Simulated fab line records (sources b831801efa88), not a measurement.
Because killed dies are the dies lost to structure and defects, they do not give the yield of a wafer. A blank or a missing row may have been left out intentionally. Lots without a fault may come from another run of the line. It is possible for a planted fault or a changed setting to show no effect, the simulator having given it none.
Code-filled problem report in 8D (eight disciplines) form || flow sky130 || the parts of the form that need people (team, actions taken, sign-off) are left out

## 1. THE PROBLEM
Mean RES_XHIGH_TW at SKY_RES_XHIGH_TW_MEAS_09: 1469 over 4 wafers in 2 lots; fault-free wafers: 1635, standard deviation 28. Relative to the usual mean, that is a shift of -5.9 standard deviations.
The first sign was on wafer L485.3 at day 29 09:20, on film_metro-01. The record holds 18 wafers of 6 lots with a number at this step. By rule, "out" or "out of limits" means more than 4 standard deviations away from the usual mean. The other wafers with a number count as sound.

## 2. WHAT IT IS, AND WHAT IT ISN'T
{"question": "which readings at this step", "is": "RES_XHIGH_TW", "is not": "-"}
{"question": "which lots", "is": "L485, L490", "is not": "L492, L497, L499, L500"}
{"question": "which wafers of those lots", "is": "L485.3, L485.5, L490.3, L490.5", "is not": "L485.1, L490.2"}
{"question": "read on which gauges", "is": "film_metro-01", "is not": "film_metro-02, film_metro-04"}
{"question": "when", "is": "from day 29 09:20", "is not": "up to then (1 sound wafer); but 13 sound wafers of L490, L492, L497, L499, L500 came after"}

## 3. WHAT RULES OUT EACH SUSPECT
Counting: any tool at a process step up to the reading remains a suspect provided it ran every lot that is out. Sound lots after the first of them don't rule it out here, since some wafers of a struck lot are sound.
- the gauge at SKY_RES_XHIGH_TW_MEAS_09: kept. All the wafers that are out were read on film_metro-01, and no step on other tools shows them out.
- implanter-04 at SKY_RES_XHIGH_IMPLANT_07: kept. It ran every lot that is out, first L485 (day 29 09:05).
Left after counting: implanter-04 at SKY_RES_XHIGH_IMPLANT_07, film_metro-01 at SKY_RES_XHIGH_TW_MEAS_09.

## 4. THE CAUSE (what the simulator had put in)
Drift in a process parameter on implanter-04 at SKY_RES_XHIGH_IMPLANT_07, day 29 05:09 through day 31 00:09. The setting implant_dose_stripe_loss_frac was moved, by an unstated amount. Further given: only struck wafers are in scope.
After counting, 2 suspects remain, this tool included.

## 5. SEQUENCE OF EFFECTS, ordered by route
Rows list readings where the struck wafers' mean (over those with a number) sits beyond 3 standard deviations from the usual. Only readings whose record carries a usual standard deviation are examined. hours: median over the lots of the time between each lot's start at the first step of this table that gives one and its start at this step. sigmas: the change, counted in usual standard deviations.
{"hours": 0, "step": "SKY_RES_XHIGH_TW_MEAS_09", "reading": "RES_XHIGH_TW", "usual": 1635, "on struck wafers": 1469, "change": -166, "sigmas": -5.9}
{"hours": 29, "step": "SKY_SD_N_RS_MEAS_18", "reading": "RES_XHIGH_RS", "usual": "333.2 ohm/sq", "on struck wafers": 424.9, "change": "+91.8", "sigmas": "+83"}
Later measuring or inspecting steps at which every struck wafer that the step has a row for has a number for every such reading, and none has moved that far: SKY_SD_N_CD_MEAS_07, SKY_SD_N_OVL_MEAS_08, SKY_SD_N_TW_MEAS_12, SKY_SD_N_RS_MEAS_16, SKY_SD_N_RS_MEAS_17.

## 6. WHAT WOULD HAVE CAUGHT IT SOONER
The first out-of-limits reading at a measuring or inspecting step in this record came at day 29 09:20, 4 hours after the fault's start at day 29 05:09.
L490, from the lots that are out (2), started SKY_RES_XHIGH_IMPLANT_07 on implanter-04 later than day 29 09:20. A hold on the tool at that time would have spared it.
